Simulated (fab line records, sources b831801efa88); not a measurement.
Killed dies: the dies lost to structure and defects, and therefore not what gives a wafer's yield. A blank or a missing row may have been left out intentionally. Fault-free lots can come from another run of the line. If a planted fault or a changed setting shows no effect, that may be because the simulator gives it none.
Matching of chambers | flow sky130 | cmp-01 running SKY_VIA1_CMP_24: 4 sister chambers
The step polishes, stops on SiO2, t overpolish 15 s, target thk 0 nm. 18 wafers are shown with their chamber, then 9 later ones without.

== WAFERS WITH THEIR CHAMBER ==
wafer  | chamber | motor current A (A) | time to endpoint s (s) | head pressure psi (psi)
L986.1 | 1       | 10.5                | 68.6                   | 3.509
L986.5 | 1       | 10.1                | 67.1                   | 3.488
L986.6 | 2       | 11.8                | 66.4                   | 3.499
L987.3 | 3       | 13.9                | 66.1                   | 3.501
L987.4 | 0       | 11.0                | 66.9                   | 3.496
L987.5 | 3       | 13.6                | 63.4                   | 3.502
L989.2 | 0       | 10.9                | 68.4                   | 3.497
L989.5 | 2       | 11.8                | 64.1                   | 3.499
L989.6 | 1       | 9.8                 | 68.6                   | 3.498
L991.1 | 1       | 10.5                | 68.6                   | 3.493
L991.2 | 3       | 14.1                | 64.9                   | 3.506
L991.4 | 0       | 10.7                | 66.1                   | 3.503
L992.2 | 0       | 10.7                | 68.7                   | 3.500
L992.3 | 1       | 10.0                | 68.7                   | 3.490
L992.6 | 2       | 11.6                | 71.3                   | 3.501
L101.1 | 3       | 13.6                | 64.6                   | 3.509
L101.3 | 0       | 11.3                | 66.4                   | 3.505
L101.5 | 2       | 11.9                | 63.1                   | 3.508

SIGNATURES, as means of the wafers listed above
reading            | chamber 0 | chamber 1 | chamber 2 | chamber 3 | scatter within a chamber
motor current A    | 10.920    | 10.180    | 11.775    | 13.800    | 0.248
time to endpoint s | 67.300    | 68.320    | 66.225    | 64.750    | 1.91
head pressure psi  | 3.50020   | 3.49560   | 3.50175   | 3.50450   | 0.00558
Rule: a wafer lies at a distance from a chamber equal to the root of the sum of squares, over the readings, of (its reading less the chamber's mean, divided by the reading's scatter). The wafer belongs to the nearest chamber; if the next one is less than 2 further off, it can't be placed. The scatter: the root of (the sum of the squares of (reading less its chamber's mean) over the shown wafers, divided by (wafers less chambers)).

== WAFERS WHOSE CHAMBER IS MISSING ==
wafer  | motor current A (A) | time to endpoint s (s) | head pressure psi (psi)
L106.3 | 11.0                | 65.5                   | 3.496
L106.4 | 13.9                | 63.1                   | 3.510
L106.5 | 13.2                | 65.6                   | 3.514
L108.1 | 10.4                | 68.6                   | 3.509
L108.4 | 13.6                | 65.6                   | 3.489
L108.6 | 10.0                | 68.6                   | 3.489
L109.1 | 12.4                | 70.5                   | 3.506
L109.2 | 10.8                | 69.2                   | 3.502
L109.4 | 12.8                | 64.6                   | 3.486

== WHICH CHAMBER EACH ONE RAN IN ==
wafer  | from the rows above     | in truth
L106.3 | 0                       | 0
L106.4 | 3                       | 3
L106.5 | 3                       | 3
L108.1 | can't be placed: 1 or 0 | 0
L108.4 | 3                       | 3
L108.6 | 1                       | 1
L109.1 | 2                       | 2
L109.2 | can't be placed: 0 or 1 | 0
L109.4 | can't be placed: 2 or 3 | 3
Correct placement for 6 of the 9. Unplaceable from these rows: 3, with the true chamber sitting among the candidates in 3. Placed wrongly: 0.
